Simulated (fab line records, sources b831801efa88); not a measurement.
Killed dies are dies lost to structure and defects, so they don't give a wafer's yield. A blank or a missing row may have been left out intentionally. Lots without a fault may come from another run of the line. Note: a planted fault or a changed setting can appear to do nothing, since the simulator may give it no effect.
Comparing a struck lot with a sound one ; flow sky130 ; 20 steps out of a route of 708
Sound: wafers L540.2, L540.3, L540.6. Struck: wafers L542.1, L542.2, L542.5. The cause comes at the end.
At each step with rows: each side's tool, then ch and its chambers, then its first start. Under that, the readings that differ: sound wafers ; struck wafers ; difference of the means ; sigmas: that difference in standard deviations of wafers without a fault.
alike: a reading whose means differ by less than 2 such deviations, as well as words and numbers matching on both sides. not compared: withheld readings; readings where some wafer has no value; bounds like >300 that might hide an equal value; numbers whose values overlap and for which the record gives no deviation.
A row with sigmas, a row that says differs or no value, or rows on one side alone: a step with any of these is where the two part. Numbers that don't overlap but have no deviation are shown without sigmas and don't part them. Lack of a reading on every wafer of one side parts them only where that side has two or more wafers.

SKY_FIELD_ISO_BOW_MEAS_00:
  sound on film_metro-02 at day 2 16:01; struck on film_metro-03 at day 3 02:00
  alike: INCOMING_BOW
then, 1 step without rows for these wafers: SKY_FIELD_ISO_OXIDATION_01 (stabilise 600 s, purge 300 s, target thk 12 nm).
SKY_FIELD_ISO_THK_MEAS_02:
  sound on film_metro-02 at day 2 17:38; struck on film_metro-02 at day 3 05:43
  alike: FIELD_ISO_OXIDATION_00_THK
then, 1 step without rows for these wafers: SKY_FIELD_ISO_CVD_03 (deposits Si3N4 from DCS/NH3, target thk 165 nm, time 2830 s).
SKY_FIELD_ISO_THK_MEAS_04:
  sound on film_metro-04 at day 2 19:29; struck on film_metro-02 at day 3 07:34
  alike: FIELD_ISO_CVD_03_THK
then, 5 steps without rows for these wafers: SKY_FIELD_ISO_DEHYDRATE_05 (time 60 s); SKY_FIELD_ISO_HMDS_06 (prime time 60 s); SKY_FIELD_ISO_COAT_07 (resist thk 60 nm); SKY_FIELD_ISO_COAT_08 (resist thk 450 nm); SKY_FIELD_ISO_SOFTBAKE_09 (time 90 s).
SKY_FIELD_ISO_EXPOSE_10: exposes mask FOM, target cd 150 nm.
  sound on krf_scanner-01 ch 0, day 3 03:44; struck on krf_scanner-01 ch 0, day 3 16:29
reading;sound;struck;difference;sigmas
mask;FOM#0 FOM#0 FOM#0;FOM_R1#0 FOM_R1#0 FOM_R1#0;differs;
then, 2 steps without rows for these wafers: SKY_FIELD_ISO_PEB_11; SKY_FIELD_ISO_DEVELOP_12 (develop time 60 s).
SKY_FIELD_ISO_CD_MEAS_13 targets a cd of 150 nm.
  sound on cd_sem-01 at day 3 11:10; struck on cd_sem-02 at day 4 01:07
reading;sound;struck;difference;sigmas
cd_nm (nm);147.9 147.7 147.3;143.3 141.3 140.9;-5.8;-4
  not compared: hold
SKY_FIELD_ISO_ETCH_14: etches BARC in N2/H2, stops on SiO2, time 45.9 s, target depth 60 nm.
  sound on rie_diel-04 ch 1,2, day 3 11:16; struck on rie_diel-04 ch 1,3, day 4 04:50
reading;sound;struck;difference;sigmas
hold;- - -;await_dispo/3.6h/release await_dispo/3.6h/release await_dispo/3.6h/release;no value on the sound wafers;
model.FIELD_ISO.cd_nm (nm);147.4 147.8 146.9;143.4 141.2 141.3;-5.4;
  alike: drypump_motor_current_A, oes_product_au, throttle_valve_pct
  not compared: rf_hours_counter_h
SKY_FIELD_ISO_ETCH_15: etches the open film in CHF3/O2, stops on Si, target depth 180 nm, time 72 s.
  sound on rie_diel-04 ch 1,2, day 3 11:19; struck on rie_diel-04 ch 1,3, day 4 04:52
  alike: drypump_motor_current_A, oes_product_au, throttle_valve_pct
  not compared: rf_hours_counter_h
SKY_FIELD_ISO_STRIP_16: strips in O2/N2.
  sound on plasma_asher-02 ch 0,1, day 3 11:22; struck on plasma_asher-03 ch 0,1, day 4 04:56
  alike: drypump_motor_current_A, oes_product_au, strip_time_to_endpoint_s
  not compared: rf_hours_counter_h
SKY_FIELD_ISO_ETCH_17: etches Si in HBr/Cl2/O2, target depth 342 nm, time 97.7 s.
  sound on rie_si-01 ch 0,1,3, day 3 11:28; struck on rie_si-01 ch 0,1,3, day 4 05:02
reading;sound;struck;difference;sigmas
model.FIELD_ISO.cd_nm (nm);148.5 146.3 147.2;142.4 139.4 139.6;-6.9;
  alike: drypump_motor_current_A, oes_product_au, throttle_valve_pct
  not compared: rf_hours_counter_h
then, 1 step without rows for these wafers: SKY_FIELD_ISO_WET_ETCH_18 (etches Si3N4 in H3PO4, target depth 25 nm, time 286 s).
-- the record jumps here: 44 days lie between the struck wafers' starts before and after (it left off in module FIELD_ISO and takes up again in module PAD_OPEN, whose first step shown is number 708 of the route) --
SKY_PAD_OPEN_PROBE_99:
  sound on prober-02 at day 47 06:13; struck on prober-01 at day 48 07:31
reading;sound;struck;difference;sigmas
model.etest.res_pdiff.line_ohm_um;1398 1411 1402;1441 1458 1469;+52;
model.etest.res_ndiff.line_ohm_um;775.4 790.4 789.7;818.1 826.5 821.3;+36.8;
model.etest.sram_nfet_pass.drive_ua_um;492.9 472.5 476.3;469.1 461.2 452.1;-19.8;
model.etest.res_pdiff.width_nm (nm);142.5 139.9 141.3;137.1 134 133.4;-6.4;
model.etest.res_ndiff.width_nm (nm);155.3 152.9 153.3;149.1 146.2 146.9;-6.4;
model.etest.sram_pfet_latch.drive_ua_um;148.8 146.2 137.2;132.7 131.7 128.7;-13.0;
  alike: killed_at_M0_to_M3, killed_at_M4_up, killed_at_contacts, killed_at_front_end, killed_at_other, killed_dies, killed_on_rim, killed_open, killed_short
  not compared: model.etest.pfet_g5v0d10v5.r_on_ohm_um

## WHERE THEY PART
Last at SKY_FIELD_ISO_ETCH_14 as far as this record goes, first at SKY_FIELD_ISO_EXPOSE_10. Later steps at which nothing parts them and some readings are alike: SKY_FIELD_ISO_ETCH_15, SKY_FIELD_ISO_STRIP_16, SKY_FIELD_ISO_ETCH_17, SKY_PAD_OPEN_PROBE_99.

WHY: what the simulator had put in
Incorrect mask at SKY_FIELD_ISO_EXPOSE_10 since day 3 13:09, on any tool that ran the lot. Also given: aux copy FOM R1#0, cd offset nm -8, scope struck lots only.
